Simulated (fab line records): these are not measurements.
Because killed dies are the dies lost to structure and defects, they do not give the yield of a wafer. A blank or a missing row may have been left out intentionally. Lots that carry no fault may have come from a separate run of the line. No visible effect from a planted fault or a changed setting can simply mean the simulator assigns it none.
Chamber matching ; flow sky130 ; 4 sister chambers for SKY_METAL4_ETCH_17 on rie-diel-04
The step etches SiO2 in C4F8/O2/Ar, stops on TiN, time 3.9 s, target depth 15 nm. 4 wafers are shown with their chamber, then 12 later ones without.

## WAFERS PAIRED WITH THEIR CHAMBERS
wafer;chamber;oes-product-au (a.u.)
L089.3;2;0.757
L090.1;3;0.743
L090.2;0;0.750
L090.3;1;0.751

## WAFERS WITHOUT THEIR CHAMBER
wafer;oes-product-au (a.u.)
L090.4;0.754
L090.5;0.747
L090.6;0.757
L093.1;0.755
L093.2;0.758
L093.3;0.759
L093.4;0.760
L093.5;0.763
L093.6;0.764
L095.1;0.755
L095.4;0.759
L095.5;0.763

## THE CHAMBER EACH PASSED THROUGH
wafer;from the rows above;in truth
L090.4;can't be placed: 1 or 2 or 0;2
L090.5;can't be placed: 0 or 1 or 3 or 2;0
L090.6;can't be placed: 2 or 1 or 0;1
L093.1;can't be placed: 2 or 1 or 0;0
L093.2;can't be placed: 2 or 1 or 0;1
L093.3;can't be placed: 2 or 1 or 0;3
L093.4;can't be placed: 2 or 1 or 0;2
L093.5;can't be placed: 2 or 1 or 0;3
L093.6;can't be placed: 2 or 1 or 0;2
L095.1;can't be placed: 2 or 1 or 0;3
L095.4;can't be placed: 2 or 1 or 0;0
L095.5;can't be placed: 2 or 1 or 0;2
Placed correctly: 0 of 12. From these rows, 12 cannot be placed; in 9 the true chamber is one of the candidates. Number placed wrongly: 0.
How it was worked out, from the rows above alone: a wafer's distance from a chamber is the root of the sum, over the readings, of the square of ((its reading less the chamber's mean) divided by the reading's scatter). If the next closest chamber is less than 2 further off than the closest, the wafer can't be placed; otherwise it belongs to the closest. A chamber's mean is the mean of its shown wafers. The scatter: with one shown wafer a chamber, the root of the mean of the squares of how far each hidden wafer lies from its nearest shown one.
